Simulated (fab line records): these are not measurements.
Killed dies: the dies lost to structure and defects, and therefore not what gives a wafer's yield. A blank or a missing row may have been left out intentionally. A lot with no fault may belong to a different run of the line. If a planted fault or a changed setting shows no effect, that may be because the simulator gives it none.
fab line records    flow sky130
[record] lots = 13  wafers = 39  last-day = 50
route steps=708 shown NWELL@81 POLY_GATE@204 LOCAL_INTERCONNECT@389 CONTACT@409
lots untouched by any fault: they come from a run of this same line in which no faults occurred
start-h: hours from the record's first day to the start of the lot's first wafer shown    wait-h: hours from the lot's prior step to this one    " the same as in the row above    L1.1+2: a single row standing in for several wafers    - no value present, or no start provided    * or withheld: withheld    < > ~ a bound
route shown NAME@n: names a module that has steps shown in the file, with the first one's number in the route    usual: the fault-free wafers' mean and standard deviation    same: alike in all rows    chamber/n: place in a boat    sites: the reading at each site    _std_site: their standard deviation    _edge_site: the outer-site mean with the inner-site mean subtracted    radius-mm: for every site, how far away it sits from the centre of the wafer    mask NAME#n: copy n    behind: tool/chamber where the wafer was last shaped    hold: why the lot was held/for how many hours/how that ended    device: transistor that didn't switch, given as n, p or np    end of line: the same wafers' tests at the end of the route    a step with no rows: only its recipe    killed: dies that structure and defects cost at the first sort, which is not the same as the wafer's yield    map: a wafer's dies, marking killed ones x, the rest . and places with no die _
set.NAME: setting as actually run; set.NAME@STEP: the setting as run at that earlier step    model.NAME: the simulator's own value behind a step, which no gauge read
a sample of lots followed through the steps of the route, with each step as a table and each wafer as a row
services: the hour from which a tool's chamber was out of use, counted from the record's first day as start-h (under 0 if before that day), plus the number of hours and why
[[steps]]
[step SKY_NWELL_RTA_28]
[recipe] temp-c = 1050  time-s = 30  idle-temp-c = 650  ramp-up-c-per-s = 150  ramp-down-c-per-s = 90  ambient = N2
[usual] lamp-power-pct = 25.31/0.053  wafer_temp_C_max = 1054.8/1
lot.wafer  tool           chamber  start-h  wait-h  lamp-power-pct  wafer_temp_C_max
L551.2     rtp-anneal-02  0        103.63   0.0     25.32           1055.5
L551.5     "              0        "        "       25.33           1055.1
L551.6     "              0        "        "       25.36           1054.1
L552.2     rtp-anneal-01  0        107.71   0.0     25.30           1054.1
L552.3     "              0        "        "       25.30           1054.8
L552.4     "              0        "        "       25.31           1053.8
L553.3     rtp-anneal-02  0        116.58   0.0     25.35           1053.0
L553.4     "              0        "        "       25.35           1054.8
L553.6     "              0        "        "       25.30           1054.0
L554.2     rtp-anneal-01  0        123.86   0.0     25.31           1055.1
L554.3     "              0        "        "       25.29           1054.9
L554.6     "              0        "        "       25.36           1053.3
L555.2     rtp-anneal-02  0        127.83   0.0     25.24           1057.6
L555.3     "              0        "        "       25.27           1053.5
L555.5     "              0        "        "       25.37           1056.4
L556.2     rtp-anneal-01  0        131.21   0.0     25.24           1055.9
L556.5     "              0        "        "       25.34           1055.2
L556.6     "              0        "        "       25.32           1054.4
L558.3     rtp-anneal-02  0        145.14   0.0     25.26           1053.0
L558.4     "              0        "        "       25.34           1055.0
L558.6     "              0        "        "       25.35           1055.8
L559.1     rtp-anneal-02  0        149.91   0.0     25.35           1055.4
L559.3     "              0        "        "       25.32           1054.7
L559.4     "              0        "        "       25.29           1053.8
L560.1     rtp-anneal-01  0        155.10   0.0     25.38           1054.4
L560.3     "              0        "        "       25.35           1056.6
L560.5     "              0        "        "       25.29           1055.0
L563.1     rtp-anneal-02  0        178.46   0.0     25.34           1054.6
L563.4     "              0        "        "       25.30           1055.1
L563.5     "              0        "        "       25.34           1053.9
L572.3     rtp-anneal-01  0        233.54   0.0     25.41           1054.0
L572.4     "              0        "        "       25.41           1055.0
L572.6     "              0        "        "       25.37           1055.8
L573.2     rtp-anneal-01  0        239.27   0.0     25.39           1054.3
L573.4     "              0        "        "       25.29           1054.1
L573.5     "              0        "        "       25.29           1056.8
L574.1     rtp-anneal-01  0        247.06   0.0     25.32           1053.6
L574.5     "              0        "        "       25.36           1053.5
L574.6     "              0        "        "       25.32           1054.9
[step SKY_POLY_GATE_CVD_00]
[recipe] material = poly-Si  target-thk-nm = 180  temp-c = 620  time-s = 720  pressure-mtorr = 200
[usual] spike-tc-centre-C = 621.4/1  spike-tc-upper-C = 620.5/1  zone-power-centre-pct = 9.57/0.16
lot.wafer  tool      chamber  start-h  wait-h  spike-tc-centre-C  spike-tc-upper-C  zone-power-centre-pct
L551.2     lpcvd-01  0        315.19   0.0     621.3              621.5             9.69
L551.5     "         0        "        "       620.4              619.2             9.79
L551.6     "         0        "        "       622.2              621.2             9.75
L552.2     lpcvd-01  1        325.21   0.0     620.9              621.0             9.28
L552.3     "         1        "        "       620.3              622.6             9.53
L552.4     "         1        "        "       623.5              620.4             9.44
L553.3     lpcvd-01  0        336.31   0.0     621.9              621.8             9.65
L553.4     "         0        "        "       621.8              621.7             9.63
L553.6     "         0        "        "       620.3              619.4             9.79
L554.2     lpcvd-01  1        343.63   0.0     622.2              621.4             9.34
L554.3     "         1        "        "       622.7              619.2             9.47
L554.6     "         1        "        "       622.7              620.5             9.44
L555.2     lpcvd-01  0        343.63   0.0     619.7              620.5             9.66
L555.3     "         0        "        "       622.3              622.1             9.68
L555.5     "         0        "        "       620.4              618.7             9.82
L556.2     lpcvd-01  1        349.34   0.0     620.4              620.5             9.34
L556.5     "         1        "        "       622.6              620.4             9.46
L556.6     "         1        "        "       620.7              620.6             9.45
L558.3     lpcvd-01  1        374.53   0.0     619.4              621.1             9.52
L558.4     "         1        "        "       621.5              622.2             9.51
L558.6     "         1        "        "       620.4              620.2             9.49
L559.1     lpcvd-01  0        375.73   1.0     621.6              619.6             9.61
L559.3     "         0        "        "       620.6              620.3             9.71
L559.4     "         0        "        "       621.9              620.4             9.67
L560.1     lpcvd-01  0        380.42   0.0     619.5              621.0             9.68
L560.3     "         0        "        "       622.5              621.3             9.70
L560.5     "         0        "        "       622.7              620.9             9.78
L563.1     lpcvd-01  0        413.33   0.0     619.3              622.0             9.69
L563.4     "         0        "        "       620.9              619.4             9.85
L563.5     "         0        "        "       623.4              619.4             9.73
L572.3     lpcvd-01  1        488.74   0.0     622.4              621.1             9.48
L572.4     "         1        "        "       622.6              618.7             9.32
L572.6     "         1        "        "       620.0              621.3             9.56
L573.2     lpcvd-01  0        498.64   0.0     620.0              621.8             9.53
L573.4     "         0        "        "       619.9              620.1             9.79
L573.5     "         0        "        "       618.6              621.0             9.73
L574.1     lpcvd-01  0        504.69   0.0     620.1              621.4             9.77
L574.5     "         0        "        "       621.2              620.3             9.86
L574.6     "         0        "        "       622.7              621.5             9.69
[step SKY_POLY_GATE_THK_MEAS_01]
[recipe] reads = poly-Si_of_POLY_GATE_CVD_00
[usual] POLY_GATE_CVD_00_THK = 180.6/1.7
lot.wafer  tool           chamber  start-h  wait-h  POLY_GATE_CVD_00_THK[nm]
L551.2     film-metro-03  -        316.40   0.0     180.0
L551.5     "              -        "        "       179.7
L551.6     "              -        "        "       179.0
L552.2     film-metro-04  -        326.42   0.0     182.0
L552.3     "              -        "        "       180.6
L552.4     "              -        "        "       181.2
L553.3     film-metro-02  -        337.53   0.0     178.1
L553.4     "              -        "        "       178.2
L553.6     "              -        "        "       178.9
L554.2     film-metro-02  -        344.84   0.0     180.2
L554.3     "              -        "        "       180.5
L554.6     "              -        "        "       180.3
L555.2     film-metro-03  -        344.84   0.0     180.7
L555.3     "              -        "        "       178.3
L555.5     "              -        "        "       178.0
L556.2     film-metro-03  -        350.55   0.0     182.8
L556.5     "              -        "        "       182.7
L556.6     "              -        "        "       183.9
L558.3     film-metro-02  -        375.75   0.0     178.6
L558.4     "              -        "        "       178.8
L558.6     "              -        "        "       178.2
L559.1     film-metro-02  -        376.93   0.0     180.5
L559.3     "              -        "        "       183.2
L559.4     "              -        "        "       181.5
L560.1     film-metro-03  -        381.62   0.0     182.5
L560.3     "              -        "        "       180.7
L560.5     "              -        "        "       181.0
L563.1     film-metro-02  -        414.56   0.0     189.1
L563.4     "              -        "        "       189.5
L563.5     "              -        "        "       191.4
L572.3     film-metro-02  -        490.56   0.0     179.4
L572.4     "              -        "        "       179.1
L572.6     "              -        "        "       179.8
L573.2     film-metro-03  -        499.85   0.0     177.8
L573.4     "              -        "        "       179.0
L573.5     "              -        "        "       179.4
L574.1     film-metro-04  -        505.89   0.0     181.1
L574.5     "              -        "        "       179.5
L574.6     "              -        "        "       181.4
[step SKY_LOCAL_INTERCONNECT_THK_MEAS_02]
[recipe] thk-meas-gauge = xrf  reads = TiN_of_LOCAL_INTERCONNECT_SPUTTER_00
[usual] LOCAL_INTERCONNECT_TIN_THK = 98.3/1
lot.wafer  tool           chamber  start-h  wait-h  LOCAL_INTERCONNECT_TIN_THK[nm]
L551.2     film-metro-02  -        683.31   0.1     95.7
L551.5     "              -        "        "       98.4
L551.6     "              -        "        "       96.2
L552.2     film-metro-04  -        691.38   0.1     97.9
L552.3     "              -        "        "       97.4
L552.4     "              -        "        "       97.6
L553.3     film-metro-01  -        703.35   0.1     98.4
L553.4     "              -        "        "       99.2
L553.6     "              -        "        "       98.1
L554.2     film-metro-01  -        711.08   0.1     99.2
L554.3     "              -        "        "       98.2
L554.6     "              -        "        "       98.7
L555.2     film-metro-01  -        711.78   0.1     99.7
L555.3     "              -        "        "       99.6
L555.5     "              -        "        "       98.4
L556.2     film-metro-01  -        714.93   0.1     98.7
L556.5     "              -        "        "       97.2
L556.6     "              -        "        "       99.9
L558.3     film-metro-04  -        738.03   0.1     96.6
L558.4     "              -        "        "       96.3
L558.6     "              -        "        "       97.2
L559.1     film-metro-02  -        740.25   0.1     98.2
L559.3     "              -        "        "       97.3
L559.4     "              -        "        "       98.3
L560.1     film-metro-04  -        744.80   0.1     99.9
L560.3     "              -        "        "       100.5
L560.5     "              -        "        "       100.3
L563.1     film-metro-04  -        775.21   0.1     99.7
L563.4     "              -        "        "       99.7
L563.5     "              -        "        "       98.6
L572.3     film-metro-01  -        840.49   0.1     97.8
L572.4     "              -        "        "       98.9
L572.6     "              -        "        "       99.1
L573.2     film-metro-01  -        847.41   0.1     97.6
L573.4     "              -        "        "       98.0
L573.5     "              -        "        "       97.9
L574.1     film-metro-04  -        855.25   0.1     98.8
L574.5     "              -        "        "       98.6
L574.6     "              -        "        "       99.1
[step SKY_CONTACT_THK_MEAS_03]
[recipe] reads = SiO2_of_CONTACT_HDPCVD_02
[usual] CONTACT_HDPCVD_THK = 564/6
lot.wafer  tool           chamber  start-h  wait-h  CONTACT_HDPCVD_THK[nm]
L551.2     film-metro-02  -        712.80   0.0     556
L551.5     "              -        "        "       555
L551.6     "              -        "        "       566
L552.2     film-metro-03  -        720.32   0.0     555
L552.3     "              -        "        "       562
L552.4     "              -        "        "       565
L553.3     film-metro-02  -        731.71   0.1     561
L553.4     "              -        "        "       559
L553.6     "              -        "        "       565
L554.2     film-metro-03  -        739.22   0.0     561
L554.3     "              -        "        "       562
L554.6     "              -        "        "       553
L555.2     film-metro-03  -        740.20   0.0     565
L555.3     "              -        "        "       560
L555.5     "              -        "        "       560
L556.2     film-metro-02  -        743.71   0.0     560
L556.5     "              -        "        "       548
L556.6     "              -        "        "       568
L558.3     film-metro-02  -        766.48   0.1     567
L558.4     "              -        "        "       562
L558.6     "              -        "        "       560
L559.1     film-metro-02  -        767.99   0.0     551
L559.3     "              -        "        "       564
L559.4     "              -        "        "       550
L560.1     film-metro-02  -        773.31   0.0     557
L560.3     "              -        "        "       569
L560.5     "              -        "        "       561
L563.1     film-metro-03  -        803.01   0.0     560
L563.4     "              -        "        "       563
L563.5     "              -        "        "       570
L572.3     film-metro-02  -        867.11   0.1     558
L572.4     "              -        "        "       569
L572.6     "              -        "        "       558
L573.2     film-metro-03  -        874.28   0.0     556
L573.4     "              -        "        "       555
L573.5     "              -        "        "       569
L574.1     film-metro-03  -        882.02   0.0     571
L574.5     "              -        "        "       567
L574.6     "              -        "        "       571
[[services]]
tool           chamber  start-h  hours  kind
lpcvd-01       -        91.23    1.5    repair
rtp-anneal-02  -        214.83   49.5   pm
lpcvd-01       -        278.49   14.6   pm
rtp-anneal-02  -        278.58   1.6    pm
lpcvd-01       -        293.09   6.0    pm
lpcvd-01       -        440.80   0.6    repair
[[key]]
[first-sign] step = SKY_POLY_GATE_THK_MEAS_01  reading = POLY_GATE_CVD_00_THK  direction = up  sigmas = 5.6  usual = 180.6  struck = 190.0
effect none on later readings
met-at SKY_POLY_GATE_CVD_00
struck-lots L563
struck-wafers L563.1,L563.4,L563.5
tester-left-out L563
not-acting-at SKY_NWELL_RTA_28,SKY_LOCAL_INTERCONNECT_THK_MEAS_02,SKY_CONTACT_THK_MEAS_03
onset-between 380.42 413.33
[fault] kind = process-parameter-drift  tool = lpcvd-01  chamber = 0  onset-h = 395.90  steps = SKY_POLY_GATE_CVD_00  channel = target-thk-nm  offset = 8.5878  shape = step  end-h = 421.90  stated = 180
// tester-left-out: of these lots the tester's yield and bins aren't shown, on N5 and GAA mostly nor the transistor test; their killed dies are dies lost to structure and defects alone, not to doping, threshold or leakage, so they don't give the yield
